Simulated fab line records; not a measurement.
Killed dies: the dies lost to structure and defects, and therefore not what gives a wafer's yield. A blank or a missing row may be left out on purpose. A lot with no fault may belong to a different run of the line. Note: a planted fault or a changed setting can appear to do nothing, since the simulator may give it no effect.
The same fault as seen by 2 desks / flow sky130 / only its own numbers are on each desk; what lay behind them is given at the end

FROM THE METROLOGY DESK
Lot by lot, what the gauges showed, no matter which tool ran the lot: averages of those sampled wafers that carry a number. Marked OUT: a lot whose mean sits more than 4 standard deviations from the usual mean, which makes it out of limits; the brackets give that distance.
Columns: A = PWDE_RS at SKY_NWELL_RS_MEAS_31, usual 5283 ohm/sq; B = LDD_HVN_TW at SKY_LDD_HVN_TW_MEAS_10, usual 1439; C = cd-nm at SKY_METAL2_CD_MEAS_15, usual 139.9 nm
lot=L953; first seen here=day 5 09:17; A=5293; B=1448; C=138.7
lot=L954; first seen here=day 5 14:42; A=5263; B=1448; C=140.2
lot=L956; first seen here=day 5 22:50; A=5283; B=1446; C=140.4
lot=L957; first seen here=day 6 05:28; A=5280; B=1453; C=141.3
lot=L958; first seen here=day 6 10:38; A=5268; B=1279 (-11) OUT; C=139.0
lot=L959; first seen here=day 6 15:23; A=5270; B=1285 (-11) OUT; C=141.1
lot=L960; first seen here=day 7 02:17; A=5265; B=1435; C=137.4
lot=L967; first seen here=day 9 09:30; A=5279; B=1448; C=136.8
lot=L966; first seen here=day 9 10:09; A=5285; B=1448; C=138.7
lot=L968; first seen here=day 9 13:32; A=5277; B=1453; C=141.0
lot=L971; first seen here=day 9 21:28; A=5297; B=1461; C=140.1
lot=L975; first seen here=day 10 22:23; A=5297; B=1449; C=139.4
lot=L976; first seen here=day 11 06:16; A=5303; B=1425; C=139.9
Finding of this desk: L958, L959 out of limits, first seen on L958 at day 21 23:14 (LDD_HVN_TW at SKY_LDD_HVN_TW_MEAS_10). L953, L954, L956, L957, L960, L967, L966, L968, L971, L975, L976: within limits.

DESK OF THE TOOL OWNER: implanter-01
SKY_LDD_HVN_IMPLANT_08, tool's own readings: per-lot mean of the sampled wafers with a number, covering each lot this tool ran. Marked OUT: a lot whose mean sits more than 4 standard deviations from the usual mean, which makes it out of limits; the brackets give that distance.
Columns: A = tilt-deg at SKY_LDD_HVN_IMPLANT_08, usual 40.005 degrees
lot=L954; first seen here=day 20 09:03; A=39.998
lot=L956; first seen here=day 21 06:22; A=40.011
lot=L958; first seen here=day 21 23:01; A=0.030 (-99 or more) OUT
lot=L959; first seen here=day 22 06:37; A=-0.026 (-99 or more) OUT
lot=L967; first seen here=day 26 03:53; A=39.979
lot=L971; first seen here=day 27 02:02; A=40.019
lot=L976; first seen here=day 28 11:37; A=40.015
Finding of this desk: L958, L959 out of limits; the first was L958 at day 21 23:01, on tilt-deg at SKY_LDD_HVN_IMPLANT_08. L954, L956, L967, L971, L976: within limits.

BROUGHT TOGETHER
An alarm could have come from the tool owner's desk at day 21 23:01, on L958, L959.
An alarm was possible from the metrology desk at day 21 23:14, on L958, L959.
Of the lots named, all ran SKY_LDD_HVN_IMPLANT_08 on implanter-01.

WHAT HAD BEEN PUT IN BY THE SIMULATOR
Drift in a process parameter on implanter-01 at SKY_LDD_HVN_IMPLANT_08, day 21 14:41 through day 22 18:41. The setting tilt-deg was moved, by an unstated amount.
Struck lots among those shown: L958, L959.
Counting hours from when the fault started, the first reading out of limits came at 8 for the tool owner's desk and at 9 for the metrology desk.
